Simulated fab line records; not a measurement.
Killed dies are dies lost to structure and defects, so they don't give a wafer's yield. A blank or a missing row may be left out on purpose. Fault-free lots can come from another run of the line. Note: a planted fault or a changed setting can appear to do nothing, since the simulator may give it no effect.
Chamber matching || flow sky130 || 3 sister chambers for SKY_VIA4_HDPCVD_00 on hdpcvd-01
The step deposits SiO2, target thk 1750 nm, time 291.7 s. 3 wafers are shown with their chamber, then 7 later ones without.

== WAFERS PAIRED WITH THEIR CHAMBERS ==
{"wafer": "L109.2", "chamber": 0, "pressureMtorr (mTorr)": 6.006}
{"wafer": "L111.1", "chamber": 2, "pressureMtorr (mTorr)": 5.991}
{"wafer": "L111.2", "chamber": 1, "pressureMtorr (mTorr)": 6.000}

== WAFERS WITH NO CHAMBER GIVEN ==
{"wafer": "L111.4", "pressureMtorr (mTorr)": 5.998}
{"wafer": "L110.2", "pressureMtorr (mTorr)": 6.022}
{"wafer": "L110.4", "pressureMtorr (mTorr)": 6.018}
{"wafer": "L110.6", "pressureMtorr (mTorr)": 6.035}
{"wafer": "L112.1", "pressureMtorr (mTorr)": 5.996}
{"wafer": "L112.4", "pressureMtorr (mTorr)": 5.999}
{"wafer": "L112.5", "pressureMtorr (mTorr)": 6.000}

== WHICH CHAMBER EACH WENT THROUGH ==
{"wafer": "L111.4", "from the rows above": "can't be placed: 1 or 2 or 0", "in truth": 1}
{"wafer": "L110.2", "from the rows above": "can't be placed: 0 or 1 or 2", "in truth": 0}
{"wafer": "L110.4", "from the rows above": "can't be placed: 0 or 1 or 2", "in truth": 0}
{"wafer": "L110.6", "from the rows above": "can't be placed: 0 or 1 or 2", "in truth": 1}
{"wafer": "L112.1", "from the rows above": "can't be placed: 1 or 2 or 0", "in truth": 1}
{"wafer": "L112.4", "from the rows above": "can't be placed: 1 or 0 or 2", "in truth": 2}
{"wafer": "L112.5", "from the rows above": "can't be placed: 1 or 0 or 2", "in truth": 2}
0 of 7 placed correctly. Can't be placed from these rows: 7 (the true chamber is among the candidates in 7). Placed wrongly: 0.
How it was worked out, from the rows above alone: a wafer's distance from a chamber is the root of the sum, over the readings, of the square of ((its reading less the chamber's mean) divided by the reading's scatter). The wafer belongs to the nearest chamber; if the next one is less than 2 further off, it can't be placed. A chamber's mean is the mean of its shown wafers. The scatter: root of mean squared gap, hidden wafer to nearest shown wafer, with one shown wafer a chamber.
